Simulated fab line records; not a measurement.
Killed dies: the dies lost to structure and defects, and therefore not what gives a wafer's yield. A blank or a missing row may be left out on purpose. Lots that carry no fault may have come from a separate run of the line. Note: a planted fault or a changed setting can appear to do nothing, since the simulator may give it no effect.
fab line records / flow sfqLine
record: lots: 14 wafers: 42 lastDay: 91
route steps=325 shown I3@141
lots with no fault: from the same line, run without faults
startH: hours from the record's first day to the start of the lot's first wafer shown / waitH: hours since the lot's step before / " the same as in the row above / L1.1+2: a single row standing in for several wafers / - value missing, or start not given / * or withheld: withheld / < > ~ a bound
route shown NAME@n: NAME is a module with steps in the file, n the number in the route of the first one / usual: the fault-free wafers' mean and standard deviation / same: alike in all rows / chamber/n: place in a boat / sites: readings site by site / _std_site: their standard deviation / _edge_site: mean of outer sites minus mean of inner sites / radiusMm: for every site, how far away it sits from the centre of the wafer / mask NAME#n: copy n / behind: the tool/chamber that last shaped the wafer / hold: why the lot was held/for how many hours/how that ended / device: transistor that didn't switch, given as n, p or np / end of line: the same wafers' tests at the end of the route / where a step has no rows: the recipe by itself / killed: at the first sort, the dies lost to defects and structure; wafer yield is something else / map: a wafer's dies, marking killed ones x, the rest . and places with no die _
set.NAME: the setting as run; set.NAME@STEP: as run at that earlier step / model.NAME: the simulator's own value behind a step, which no gauge read
one table for each step of the route and one row for each wafer, over a sample of lots
== steps ==
step: SFQ_TRILAYER_I3_VIA_LITHO_PEB_088
recipe: pebTempC: 115 pebTimeS: 60 resist: KrF
usual: heaterPowerTotalW: 79.15/0.068 plateTempC: 115.03/0.13
lot.wafer=L863.1 tool=lithoTrack-03 chamber=0 startH=1110.73 waitH=1.0 heaterPowerTotalW=79.06 plateTempC=114.75
lot.wafer=L863.4 tool=lithoTrack-03 chamber=0 startH=1110.73 waitH=1.0 heaterPowerTotalW=79.12 plateTempC=114.91
lot.wafer=L863.6 tool=lithoTrack-03 chamber=0 startH=1110.73 waitH=1.0 heaterPowerTotalW=79.02 plateTempC=115.02
lot.wafer=L864.4 tool=lithoTrack-04 chamber=0 startH=1120.23 waitH=0.5 heaterPowerTotalW=79.17 plateTempC=114.86
lot.wafer=L864.5 tool=lithoTrack-04 chamber=0 startH=1120.23 waitH=0.5 heaterPowerTotalW=79.18 plateTempC=115.11
lot.wafer=L864.6 tool=lithoTrack-04 chamber=0 startH=1120.23 waitH=0.5 heaterPowerTotalW=79.07 plateTempC=114.73
lot.wafer=L865.1 tool=lithoTrack-01 chamber=0 startH=1126.19 waitH=1.0 heaterPowerTotalW=79.24 plateTempC=115.09
lot.wafer=L865.2 tool=lithoTrack-01 chamber=0 startH=1126.19 waitH=1.0 heaterPowerTotalW=79.10 plateTempC=114.84
lot.wafer=L865.4 tool=lithoTrack-01 chamber=0 startH=1126.19 waitH=1.0 heaterPowerTotalW=79.21 plateTempC=114.89
lot.wafer=L869.1 tool=lithoTrack-04 chamber=0 startH=1193.40 waitH=1.0 heaterPowerTotalW=77.24 plateTempC=112.89
lot.wafer=L869.4 tool=lithoTrack-04 chamber=0 startH=1193.40 waitH=1.0 heaterPowerTotalW=77.46 plateTempC=113.02
lot.wafer=L869.5 tool=lithoTrack-04 chamber=0 startH=1193.40 waitH=1.0 heaterPowerTotalW=77.47 plateTempC=113.28
lot.wafer=L871.4 tool=lithoTrack-03 chamber=0 startH=1199.96 waitH=0.5 heaterPowerTotalW=79.08 plateTempC=115.03
lot.wafer=L871.5 tool=lithoTrack-03 chamber=0 startH=1199.96 waitH=0.5 heaterPowerTotalW=79.20 plateTempC=115.00
lot.wafer=L871.6 tool=lithoTrack-03 chamber=0 startH=1199.96 waitH=0.5 heaterPowerTotalW=79.05 plateTempC=115.02
lot.wafer=L872.3 tool=lithoTrack-04 chamber=0 startH=1207.70 waitH=0.7 heaterPowerTotalW=77.40 plateTempC=112.91
lot.wafer=L872.4 tool=lithoTrack-04 chamber=0 startH=1207.70 waitH=0.7 heaterPowerTotalW=77.39 plateTempC=112.95
lot.wafer=L872.5 tool=lithoTrack-04 chamber=0 startH=1207.70 waitH=0.7 heaterPowerTotalW=77.31 plateTempC=113.00
lot.wafer=L877.1 tool=lithoTrack-01 chamber=0 startH=1260.79 waitH=1.0 heaterPowerTotalW=79.23 plateTempC=115.13
lot.wafer=L877.4 tool=lithoTrack-01 chamber=0 startH=1260.79 waitH=1.0 heaterPowerTotalW=79.21 plateTempC=115.09
lot.wafer=L877.5 tool=lithoTrack-01 chamber=0 startH=1260.79 waitH=1.0 heaterPowerTotalW=79.26 plateTempC=115.23
lot.wafer=L878.3 tool=lithoTrack-01 chamber=0 startH=1264.44 waitH=0.7 heaterPowerTotalW=79.21 plateTempC=115.07
lot.wafer=L878.4 tool=lithoTrack-01 chamber=0 startH=1264.44 waitH=0.7 heaterPowerTotalW=79.20 plateTempC=115.16
lot.wafer=L878.5 tool=lithoTrack-01 chamber=0 startH=1264.44 waitH=0.7 heaterPowerTotalW=79.18 plateTempC=115.04
lot.wafer=L879.2 tool=lithoTrack-03 chamber=0 startH=1285.82 waitH=0.8 heaterPowerTotalW=79.18 plateTempC=115.10
lot.wafer=L879.4 tool=lithoTrack-03 chamber=0 startH=1285.82 waitH=0.8 heaterPowerTotalW=79.25 plateTempC=114.93
lot.wafer=L879.6 tool=lithoTrack-03 chamber=0 startH=1285.82 waitH=0.8 heaterPowerTotalW=79.12 plateTempC=115.01
lot.wafer=L880.4 tool=lithoTrack-04 chamber=0 startH=1302.08 waitH=0.5 heaterPowerTotalW=79.20 plateTempC=114.90
lot.wafer=L880.5 tool=lithoTrack-04 chamber=0 startH=1302.08 waitH=0.5 heaterPowerTotalW=79.15 plateTempC=114.94
lot.wafer=L880.6 tool=lithoTrack-04 chamber=0 startH=1302.08 waitH=0.5 heaterPowerTotalW=79.08 plateTempC=115.07
lot.wafer=L881.1 tool=lithoTrack-03 chamber=0 startH=1337.37 waitH=1.0 heaterPowerTotalW=79.18 plateTempC=115.21
lot.wafer=L881.5 tool=lithoTrack-03 chamber=0 startH=1337.37 waitH=1.0 heaterPowerTotalW=79.08 plateTempC=115.31
lot.wafer=L881.6 tool=lithoTrack-03 chamber=0 startH=1337.37 waitH=1.0 heaterPowerTotalW=79.13 plateTempC=114.99
lot.wafer=L882.1 tool=lithoTrack-04 chamber=0 startH=1357.21 waitH=1.0 heaterPowerTotalW=79.20 plateTempC=114.95
lot.wafer=L882.4 tool=lithoTrack-04 chamber=0 startH=1357.21 waitH=1.0 heaterPowerTotalW=79.13 plateTempC=114.98
lot.wafer=L882.6 tool=lithoTrack-04 chamber=0 startH=1357.21 waitH=1.0 heaterPowerTotalW=79.21 plateTempC=114.97
lot.wafer=L883.1 tool=lithoTrack-01 chamber=0 startH=1484.60 waitH=1.0 heaterPowerTotalW=79.16 plateTempC=115.11
lot.wafer=L883.5 tool=lithoTrack-01 chamber=0 startH=1484.60 waitH=1.0 heaterPowerTotalW=79.20 plateTempC=115.06
lot.wafer=L883.6 tool=lithoTrack-01 chamber=0 startH=1484.60 waitH=1.0 heaterPowerTotalW=79.23 plateTempC=115.19
lot.wafer=L884.2 tool=lithoTrack-01 chamber=0 startH=1485.82 waitH=0.8 heaterPowerTotalW=79.14 plateTempC=115.26
lot.wafer=L884.4 tool=lithoTrack-01 chamber=0 startH=1485.82 waitH=0.8 heaterPowerTotalW=79.12 plateTempC=115.09
lot.wafer=L884.5 tool=lithoTrack-01 chamber=0 startH=1485.82 waitH=0.8 heaterPowerTotalW=79.06 plateTempC=114.87
== key ==
firstSign: step: SFQ_TRILAYER_I3_VIA_LITHO_PEB_088 reading: heaterPowerTotalW direction: down sigmas: 26 usual: 79.15 struck: 77.38
effect: step: SFQ_TRILAYER_I3_VIA_LITHO_PEB_088 reading: plateTempC direction: down sigmas: 15 usual: * struck: *
metAt SFQ_TRILAYER_I3_VIA_LITHO_PEB_088
struckLots L869,L872
onsetBetween 1120.23 1193.40
fault: kind: processParameterDrift tool: lithoTrack-04 chamber: - onsetH: 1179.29 steps: SFQ_TRILAYER_I3_VIA_LITHO_PEB_088 channel: pebTempC offset: * shape: step endH: 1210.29 actsIn: * stated: *
